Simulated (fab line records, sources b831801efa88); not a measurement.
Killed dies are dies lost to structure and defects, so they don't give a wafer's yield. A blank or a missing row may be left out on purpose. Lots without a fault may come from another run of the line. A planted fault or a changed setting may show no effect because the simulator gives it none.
Chamber matching | flow sfq_line | SFQ_TRILAYER_I3_CMP_CMP_082 on cmp-02: 4 sister chambers
The step polishes SiO2. 16 wafers are shown with their chamber, then 8 later ones without.

WAFERS WITH THEIR CHAMBER
wafer  | chamber | motor_current_A (A) | time_to_endpoint_s (s)
L377.4 | 2       | 12.3                | 217
L377.3 | 0       | 10.8                | 214
L377.6 | 1       | 10.3                | 211
L379.3 | 1       | 10.4                | 203
L379.1 | 3       | 8.5                 | 206
L379.4 | 0       | 10.8                | 211
L380.2 | 2       | 12.0                | 210
L380.5 | 1       | 10.2                | 215
L380.6 | 0       | 11.0                | 217
L386.2 | 1       | 10.7                | 214
L386.3 | 2       | 11.9                | 206
L386.6 | 2       | 11.6                | 202
L387.4 | 2       | 11.7                | 203
L387.1 | 0       | 10.3                | 223
L387.5 | 3       | 8.6                 | 217
L394.3 | 1       | 10.3                | 211

SIGNATURES (means of the wafers above)
reading            | chamber 0 | chamber 1 | chamber 2 | chamber 3 | scatter within a chamber
motor_current_A    | 10.725    | 10.380    | 11.900    | 8.550     | 0.245
time_to_endpoint_s | 216.25    | 210.80    | 207.60    | 211.50    | 5.61
Rule: a wafer's distance from a chamber is the root of the sum, over the readings, of the square of ((its reading less the chamber's mean) divided by the reading's scatter). The wafer belongs to the nearest chamber; if the next one is less than 2 further off, it can't be placed. The scatter: the root of (the sum of the squares of (reading less its chamber's mean) over the shown wafers, divided by (wafers less chambers)).

WAFERS WITHOUT THEIR CHAMBER
wafer  | motor_current_A (A) | time_to_endpoint_s (s)
L394.4 | 10.8                | 222
L394.6 | 10.8                | 215
L397.1 | 8.8                 | 213
L397.5 | 10.2                | 216
L397.6 | 11.5                | 214
L400.1 | 12.0                | 218
L400.3 | 8.5                 | 210
L400.5 | 11.0                | 225

WHICH CHAMBER EACH WENT THROUGH
wafer  | from the rows above     | in truth
L394.4 | can't be placed: 0 or 1 | 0
L394.6 | can't be placed: 0 or 1 | 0
L397.1 | 3                       | 3
L397.5 | can't be placed: 1 or 0 | 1
L397.6 | can't be placed: 2 or 0 | 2
L400.1 | 2                       | 2
L400.3 | 3                       | 3
L400.5 | can't be placed: 0 or 1 | 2
Placed correctly: 3 of 8. Can't be placed from these rows: 5 (the true chamber is among the candidates in 4). Placed wrongly: 0.
